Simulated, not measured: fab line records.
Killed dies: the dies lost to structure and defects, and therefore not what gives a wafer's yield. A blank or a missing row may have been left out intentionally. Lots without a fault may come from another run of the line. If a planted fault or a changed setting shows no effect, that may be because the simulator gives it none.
fab line records ; flow sky130
[record] lots = 13; wafers = 39; lastDay = 50
route steps=708 shown GATE_OXIDE@187 METAL3@569 VIA3@575 METAL4@631 PAD_OPEN@708
lots that met no fault: from a run of the same line without faults
startH: hours from the record's first day to the start of the lot's first wafer shown ; waitH: time in hours since the lot's previous step ; " identical to the entry in the row above ; L1.1+2: a row that stands for several wafers ; - no value, or no start was given ; * or withheld: withheld ; < > ~ a bound
route shown NAME@n: a module of which the file shows steps, and the number in the route of the first ; usual: mean/standard deviation taken from wafers without a fault ; same: alike in all rows ; chamber/n: place in a boat ; sites: each site's reading ; _std_site: how widely they spread, as a standard deviation ; _edge_site: inner sites' mean taken away from outer sites' mean ; radiusMm: for every site, how far away it sits from the centre of the wafer ; mask NAME#n: copy n ; behind: the most recent tool/chamber to have shaped the wafer ; hold: the reason the lot was held/the length of the hold in hours/how it ended ; device: transistor that didn't switch, given as n, p or np ; end of line: tests run on the same wafers once the route is complete ; for a step that has no rows: nothing shown but its recipe ; killed: dies lost to structure and defects at the first sort, not the wafer's yield ; map: dies across one wafer; x = killed, . = not, _ = none there
set.NAME: the setting that was run; set.NAME@STEP: the one run at that earlier step ; model.NAME: the simulator's own value behind a step, which no gauge read
the route's steps for a sample of lots (tables are steps, rows are wafers)
services: the hour from which a tool's chamber was out of use, counted from the record's first day as startH (under 0 if before that day), plus the number of hours and why
[[steps]]
[step SKY_GATE_OXIDE_CLEAN_00]
[recipe] chemistry = SC1/SC2; mix = 1:4:20; tempC = 70; timeS = 150; dry = n2Spin
lot.wafer;tool;chamber;startH;waitH
L819.1+2+6;wetBench-01;1;270.85;0.0
L821.1+2+5;wetBench-03;3;298.45;0.0
L822.2+3+6;wetBench-03;1;303.80;0.0
L823.1+3+4;wetBench-02;2;311.96;0.0
L825.3+4+6;wetBench-02;2;322.90;0.0
L827.1+3+4;wetBench-01;2;344.55;0.0
L828.2+4+5;wetBench-01;2;360.75;0.0
L829.4+5+6;wetBench-03;2;366.04;0.0
L830.1+3+4;wetBench-03;2;376.31;0.0
L834.1+2+6;wetBench-03;2;403.20;0.0
L839.2+3+5;wetBench-03;1;444.21;0.0
L841.2+4+6;wetBench-03;0;464.18;0.0
L842.2+4+5;wetBench-02;0;470.30;0.0
[step SKY_METAL3_STRIP_19]
[recipe] chemistry = O2/N2; powerW = 1400; pressureMtorr = 1500; platenTempC = withheld; o2FlowSccm = 3000; n2FlowSccm = 300; overashFraction = 0.5
[usual] drypumpMotorCurrentA = 5.87/0.099; n2FlowSccm = 300.0/1; oesProductAu = 0.502/0.005; stripTimeToEndpointS = 6.53/0.052
lot.wafer;tool;chamber;startH;waitH;drypumpMotorCurrentA;n2FlowSccm;oesProductAu;rfHoursCounterH;stripTimeToEndpointS
L819.1;plasmaAsher-01;0;894.63;0.1;5.86;300.7;0.497;15;6.47
L819.2;plasmaAsher-01;1;894.63;0.1;5.95;300.1;0.500;15;6.46
L819.6;plasmaAsher-01;0;894.63;0.1;5.86;300.0;0.502;-;6.51
L821.1;plasmaAsher-02;1;919.60;0.1;5.78;299.5;0.499;82;6.61
L821.2;plasmaAsher-02;0;919.60;0.1;5.74;299.8;0.495;82;6.50
L821.5;plasmaAsher-02;0;919.60;0.1;5.75;300.3;0.503;-;6.54
L822.2;plasmaAsher-01;1;921.88;0.1;5.91;300.9;0.503;18;6.61
L822.3;plasmaAsher-01;1;921.88;0.1;5.92;301.0;0.487;-;6.51
L822.6;plasmaAsher-01;1;921.88;0.1;5.92;299.3;0.507;-;6.52
L823.1;plasmaAsher-04;0;936.25;0.1;5.77;299.6;0.506;51;6.48
L823.3;plasmaAsher-04;1;936.25;0.1;6.03;300.0;0.499;-;6.44
L823.4;plasmaAsher-04;0;936.25;0.1;5.79;298.3;0.496;-;6.51
L825.3;plasmaAsher-02;0;940.79;0.1;5.70;301.9;0.497;-;6.55
L825.4;plasmaAsher-02;1;940.79;0.1;5.78;301.3;0.492;-;6.52
L825.6;plasmaAsher-02;1;940.79;0.1;5.79;301.1;0.503;-;6.51
L827.1;plasmaAsher-01;0;963.85;0.1;5.86;302.2;0.511;23;6.62
L827.3;plasmaAsher-01;0;963.85;0.1;5.86;300.4;0.508;-;6.61
L827.4;plasmaAsher-01;1;963.85;0.1;5.94;298.7;0.506;-;6.57
L828.2;plasmaAsher-02;1;973.15;0.1;5.79;300.2;0.502;88;6.54
L828.4;plasmaAsher-02;1;973.15;0.1;5.80;300.5;0.507;-;6.52
L828.5;plasmaAsher-02;0;973.15;0.1;5.73;300.7;0.505;-;6.52
L829.4;plasmaAsher-01;0;979.69;0.1;5.85;299.0;0.504;-;6.51
L829.5;plasmaAsher-01;0;979.69;0.1;5.85;299.8;0.506;-;6.54
L829.6;plasmaAsher-01;1;979.69;0.1;5.94;298.7;0.504;-;6.48
L830.1;plasmaAsher-04;0;986.10;0.1;5.77;299.7;0.502;55;6.55
L830.3;plasmaAsher-04;0;986.10;0.1;5.76;300.5;0.505;-;6.50
L830.4;plasmaAsher-04;1;986.10;0.1;6.01;300.0;0.506;-;6.58
L834.1;plasmaAsher-01;0;1009.35;0.1;5.84;299.8;0.504;27;6.45
L834.2;plasmaAsher-01;1;1009.35;0.1;5.96;299.5;0.497;27;6.41
L834.6;plasmaAsher-01;0;1009.35;0.1;5.84;300.9;0.501;-;6.49
L839.2;plasmaAsher-01;1;1041.60;0.1;5.94;299.9;0.496;30;6.48
L839.3;plasmaAsher-01;0;1041.60;0.1;5.84;300.9;0.504;-;6.51
L839.5;plasmaAsher-01;1;1041.60;0.1;5.94;298.6;0.514;-;6.52
L841.2;plasmaAsher-01;0;1049.06;0.1;5.86;299.6;0.504;31;6.55
L841.4;plasmaAsher-01;0;1049.06;0.1;5.86;299.5;0.509;-;6.58
L841.6;plasmaAsher-01;1;1049.06;0.1;5.93;299.8;0.509;-;6.54
L842.2;plasmaAsher-02;0;1053.81;0.1;5.71;301.3;0.505;96;6.55
L842.4;plasmaAsher-02;0;1053.81;0.1;5.71;301.1;0.508;-;6.54
L842.5;plasmaAsher-02;0;1053.81;0.1;5.72;300.3;0.503;-;6.60
[step SKY_VIA3_CMP_02]
[recipe] material = SiO2; downForcePsi = 4; platenRpm = 60; padVelocityMS = 0.94248
[usual] motorCurrentA = 12.4/1.6
lot.wafer;tool;chamber;startH;waitH;motorCurrentA
L819.2;cmp-02;0;895.64;0.1;11.9
L819.1;cmp-02;1;895.64;0.1;13.0
L819.6;cmp-02;3;895.64;0.1;13.5
L821.1;cmp-02;1;920.62;0.2;13.7
L821.2;cmp-02;3;920.62;0.2;13.2
L821.5;cmp-02;0;920.62;0.2;12.1
L822.2;cmp-01;1;922.75;0.0;13.3
L822.3;cmp-01;0;922.75;0.0;9.5
L822.6;cmp-01;1;922.75;0.0;12.2
L823.1;cmp-01;2;937.08;0.1;13.3
L823.3;cmp-01;0;937.08;0.1;10.0
L823.4;cmp-01;1;937.08;0.1;12.7
L825.4;cmp-02;1;941.62;0.0;13.2
L825.3;cmp-02;2;941.62;0.0;13.8
L825.6;cmp-02;1;941.62;0.0;14.1
L827.1;cmp-02;2;964.67;0.1;13.9
L827.4;cmp-02;3;964.67;0.1;14.0
L827.3;cmp-02;1;964.67;0.1;12.3
L828.4;cmp-02;3;973.98;0.0;13.0
L828.2;cmp-02;0;973.98;0.0;11.8
L828.5;cmp-02;0;973.98;0.0;11.5
L829.4;cmp-01;3;980.48;0.0;9.8
L829.5;cmp-01;3;980.48;0.0;9.3
L829.6;cmp-01;0;980.48;0.0;9.4
L830.1;cmp-01;3;986.96;0.1;9.9
L830.4;cmp-01;1;986.96;0.1;13.0
L830.3;cmp-01;2;986.96;0.1;13.2
L834.2;cmp-01;1;1010.28;0.1;13.4
L834.1;cmp-01;2;1010.28;0.1;13.5
L834.6;cmp-01;3;1010.28;0.1;9.3
L839.2;cmp-01;0;1042.46;0.0;9.4
L839.3;cmp-01;3;1042.46;0.0;9.4
L839.5;cmp-01;0;1042.46;0.0;9.6
L841.4;cmp-01;2;1049.92;0.0;14.1
L841.2;cmp-01;3;1049.92;0.0;9.2
L841.6;cmp-01;3;1049.92;0.0;9.6
L842.2;cmp-02;0;1054.71;0.1;11.9
L842.4;cmp-02;2;1054.71;0.1;13.5
L842.5;cmp-02;0;1054.71;0.1;11.8
[step SKY_METAL4_DESCUM_15]
[recipe] chemistry = O2; sourcePowerW = 150; biasPowerW = 0; pressureMtorr = 10; tempC = 40; timeS = 8
[usual] drypumpMotorCurrentA = 6.0/0.34; oesProductAu = 1.001/0.0063
lot.wafer;tool;chamber;startH;waitH;drypumpMotorCurrentA;oesProductAu;rfHoursCounterH
L819.1;rieMetal-02;1;971.33;0.0;6.0;1.000;7
L819.2;rieMetal-02;0;971.33;0.0;5.6;0.989;20
L819.6;rieMetal-02;1;971.33;0.0;6.0;0.989;-
L821.1;rieMetal-03;0;996.18;0.0;5.7;1.000;8
L821.2;rieMetal-03;1;996.18;0.0;6.6;1.004;5
L821.5;rieMetal-03;1;996.18;0.0;6.6;1.000;-
L822.2;rieMetal-02;1;997.94;0.0;5.9;1.002;9
L822.3;rieMetal-02;0;997.94;0.0;5.6;1.012;-
L822.6;rieMetal-02;0;997.94;0.0;5.6;1.000;-
L823.1;rieMetal-02;0;1010.68;0.0;5.6;0.994;22
L823.3;rieMetal-02;0;1010.68;0.0;5.6;1.007;-
L823.4;rieMetal-02;1;1010.68;0.0;6.0;0.997;-
L825.3;rieMetal-02;0;1014.64;0.0;5.6;1.001;-
L825.4;rieMetal-02;1;1014.64;0.0;6.0;0.998;-
L825.6;rieMetal-02;1;1014.64;0.0;6.0;1.000;-
L827.1;rieMetal-03;0;1035.98;0.0;5.7;1.004;11
L827.3;rieMetal-03;1;1035.98;0.0;6.6;1.008;-
L827.4;rieMetal-03;0;1035.98;0.0;5.7;0.995;-
L828.2;rieMetal-02;1;1045.14;0.0;6.0;0.999;-
L828.4;rieMetal-02;1;1045.14;0.0;6.0;0.996;-
L828.5;rieMetal-02;1;1045.14;0.0;6.0;0.999;-
L829.4;rieMetal-01;1;1052.71;0.0;6.0;1.005;-
L829.5;rieMetal-01;1;1052.71;0.0;6.0;1.002;-
L829.6;rieMetal-01;1;1052.71;0.0;6.0;1.002;-
L830.1;rieMetal-03;0;1057.18;0.0;5.7;1.000;12
L830.3;rieMetal-03;1;1057.18;0.0;6.6;1.000;-
L830.4;rieMetal-03;0;1057.18;0.0;5.7;0.995;-
L834.1;rieMetal-02;1;1079.18;0.0;6.0;0.995;15
L834.2;rieMetal-02;1;1079.18;0.0;6.0;0.996;-
L834.6;rieMetal-02;1;1079.18;0.0;6.0;1.006;-
L839.2;rieMetal-03;0;1107.93;0.0;5.7;0.999;16
L839.3;rieMetal-03;1;1107.93;0.0;6.7;1.007;-
L839.5;rieMetal-03;1;1107.93;0.0;6.6;0.998;-
L841.2;rieMetal-02;1;1114.68;0.0;5.9;1.003;18
L841.4;rieMetal-02;0;1114.68;0.0;5.6;0.990;-
L841.6;rieMetal-02;0;1114.68;0.0;5.6;0.998;-
L842.2;rieMetal-03;1;1118.83;0.0;6.7;1.005;14
L842.4;rieMetal-03;0;1118.83;0.0;5.7;0.997;-
L842.5;rieMetal-03;0;1118.83;0.0;5.7;0.999;-
[step SKY_PAD_OPEN_PROBE_99]
[usual] killed_at_M0_to_M3 = 44/7.7; killed_at_M4_up = 3.2/1.7; killedAtContacts = 24/5.3; killedAtFrontEnd = 15/4.3; killedAtOther = 0.3/0.57; killedDies = 87/11; killedOpen = 47/7.4; killedShort = 40/6.5
[same] grossDies = 492; killedAtBackSide = 0
lot.wafer;tool;chamber;startH;waitH;killed_at_M0_to_M3;killed_at_M4_up;killedAtContacts;killedAtFrontEnd;killedAtOther;killedDies;killedOpen;killedShort
L839.2;prober-02;-;1187.59;0.1;35;3;14;67;0;119;32;41
L839.3;prober-02;-;1187.64;0.2;46;0;14;71;0;131;35;46
L839.5;prober-02;-;1187.74;0.2;34;3;30;63;0;130;47;33
L841.2;prober-02;-;1191.15;0.1;61;3;22;63;0;149;58;38
L841.4;prober-02;-;1191.25;0.2;48;5;31;70;0;154;63;40
L841.6;prober-02;-;1191.35;0.2;54;2;28;80;1;165;64;42
// killed by level:class
L839.2 GATE_OXIDE:unspecified=46 FIELD_ISO:geometricParticle:short=8 METAL1:geometricParticle:short=8 VIA3:geometricParticle:open=7 VIA1:geometricParticle:open=6 FIELD_ISO:geometricParticle:open=5 POLY_GATE:geometricParticle:short=5 METAL2:geometricParticle:short=5
L839.3 GATE_OXIDE:unspecified=50 VIA1:geometricParticle:open=14 METAL2:geometricParticle:short=10 FIELD_ISO:geometricParticle:short=8 VIA2:geometricParticle:short=6 CONTACT:geometricParticle:open=5 POLY_GATE:geometricParticle:short=4 VIA2:geometricParticle:open=4
L839.5 GATE_OXIDE:unspecified=50 VIA1:geometricParticle:open=9 LOCAL_INTERCONNECT:geometricParticle:short=7 CONTACT:geometricParticle:open=7 VIA3:geometricParticle:open=7 FIELD_ISO:geometricParticle:open=6 LI_CONTACT:geometricParticle:open=6 LI_CONTACT:geometricParticle:short=4
L841.2 GATE_OXIDE:unspecified=53 VIA1:geometricParticle:open=18 VIA2:geometricParticle:open=10 CONTACT:geometricParticle:open=8 LI_CONTACT:geometricParticle:open=6 METAL3:geometricParticle:short=6 METAL1:geometricParticle:short=6 METAL2:geometricParticle:short=6
L841.4 GATE_OXIDE:unspecified=51 VIA1:geometricParticle:open=12 LI_CONTACT:geometricParticle:open=10 VIA3:geometricParticle:open=8 CONTACT:geometricParticle:open=8 POLY_GATE:geometricParticle:short=5 POLY_GATE:geometricParticle:open=5 LI_CONTACT:geometricParticle:short=5
L841.6 GATE_OXIDE:unspecified=59 VIA1:geometricParticle:open=15 VIA2:geometricParticle:open=11 LI_CONTACT:geometricParticle:open=11 CONTACT:geometricParticle:open=7 VIA3:geometricParticle:open=6 METAL2:geometricParticle:short=6 POLY_GATE:geometricParticle:short=5
[[services]]
tool;chamber;startH;hours;kind
plasmaAsher-01;-;277.44;0.5;repair
rieMetal-02;-;317.01;14.6;pm
plasmaAsher-01;-;334.95;8.4;repair
cmp-01;-;361.29;0.9;repair
wetBench-03;-;372.90;1.9;pm
cmp-01;-;385.06;0.5;repair
plasmaAsher-01;-;445.00;2.0;repair
cmp-01;-;484.92;5.0;pm
cmp-01;-;512.37;2.6;repair
cmp-01;-;514.63;2.1;repair
rieMetal-02;-;536.43;11.9;repair
cmp-01;-;547.45;7.2;pm
rieMetal-02;-;547.73;1.0;repair
cmp-01;-;576.91;4.0;pm
rieMetal-02;-;579.36;5.1;repair
cmp-01;-;594.93;1.8;repair
plasmaAsher-01;-;597.15;1.4;repair
rieMetal-02;0;605.03;1.7;repair
wetBench-03;-;639.20;3.9;repair
rieMetal-02;-;677.78;2.8;pm
cmp-01;-;678.90;1.1;repair
cmp-01;-;701.89;2.1;repair
wetBench-03;-;714.58;1.7;repair
plasmaAsher-01;-;733.75;9.0;pm
[[key]]
[firstSign] step = SKY_PAD_OPEN_PROBE_99; reading = killedAtFrontEnd; direction = up; sigmas = 13; usual = 15; struck = 69
[effect] step = SKY_PAD_OPEN_PROBE_99; reading = killedDies; direction = up; sigmas = 5; usual = 87; struck = 141
metAt SKY_GATE_OXIDE_CLEAN_00
struckLots L839,L841
testerLeftOut L839,L841
notActingAt SKY_METAL3_STRIP_19,SKY_VIA3_CMP_02,SKY_METAL4_DESCUM_15
onsetBetween 403.20 444.21
[fault] kind = chamberParticleSource; tool = wetBench-03; chamber = -; onsetH = 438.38; steps = SKY_GATE_OXIDE_CLEAN_00; ratePerVisitCm2 = 0.91835; endH = 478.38
// testerLeftOut: of these lots the tester's yield and bins aren't shown, on N5 and GAA mostly nor the transistor test; their killed dies are dies lost to structure and defects alone, not to doping, threshold or leakage, so they don't give the yield
